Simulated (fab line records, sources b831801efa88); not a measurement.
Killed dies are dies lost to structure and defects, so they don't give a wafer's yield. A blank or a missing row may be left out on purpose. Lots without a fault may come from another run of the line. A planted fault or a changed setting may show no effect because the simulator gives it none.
Problem report in the 8D (eight disciplines) form, filled by code | flow gf180mcu | the parts of the form that need people (team, actions taken, sign-off) are left out

1. THE PROBLEM
prime_temp_c at GF_HV_LDD_HMDS_13 reads a mean of 117.13 C on 9 wafers of 3 lots; wafers without a fault read 119.98 C with a standard deviation of 0.13. That is -22 standard deviations from the usual mean.
The step: prime time 60 s.
First seen on wafer L989.2, day 11 15:55, on litho_track-04. The record holds 45 wafers of 15 lots with a number at this step. Rule for "out", or "out of limits": more than 4 standard deviations from the usual mean. The other wafers with a number count as sound.

2. WHAT IT IS AND WHAT IT IS NOT
question                    | is                     | is not
which readings at this step | prime_temp_c           | -
which lots                  | L989, L990, L991       | L100, L101, L102, L103, L104, L105, L106, L107, L108, L987, L997, L998
which wafers of those lots  | all that have a number | -
read on which tools         | litho_track-04         | litho_track-02, litho_track-03
when                        | from day 11 15:55      | up to then (3 sound wafers); but 33 sound wafers of L100, L101, L102, L103, L104, L105, L106, L107, L108, L997, L998 came after

3. SUSPECTS, AND WHAT RULES EACH OUT
Counting: a tool at a process step up to the reading stays a suspect if it ran every lot that is out and no sound lot after the first of them.
- litho_track-04 at GF_HV_LDD_HMDS_13 (prime time 60 s): ruled out as a lasting fault. Sound lots L102, L103, L105, L107, L108 ran on it after its first lot that is out, L989 (day 11 15:55).
Left after counting: nothing in the record.

4. THE CAUSE (what the simulator had put in)
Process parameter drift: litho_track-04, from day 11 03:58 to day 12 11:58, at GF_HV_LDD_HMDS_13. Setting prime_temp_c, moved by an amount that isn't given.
Counting ruled it out, wrongly.

5. THE CHAIN OF EFFECTS, in route order
Each row: a reading whose mean over the struck wafers that have a number lies more than 3 standard deviations from the usual. Only readings for which the record gives a usual standard deviation are gone through. hours: the time from each lot's start at the first step in this table that gives one to its start at this step, as a median over the lots. sigmas: the change in usual standard deviations.
hours | step              | reading      | usual    | on struck wafers | change | sigmas
0     | GF_HV_LDD_HMDS_13 | prime_temp_c | 119.98 C | 117.13           | -2.85  | -22
The process steps in it:
- GF_HV_LDD_HMDS_13: prime time 60 s.
Later measuring or inspecting steps at which every struck wafer that the step has a row for has a number for every such reading, and none has moved that far: GF_HV_LDD_THK_MEAS_57.

6. WHAT WOULD HAVE CAUGHT IT SOONER
In this record the first reading out of limits was taken at day 11 15:55, 12 hours after the fault began at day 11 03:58.
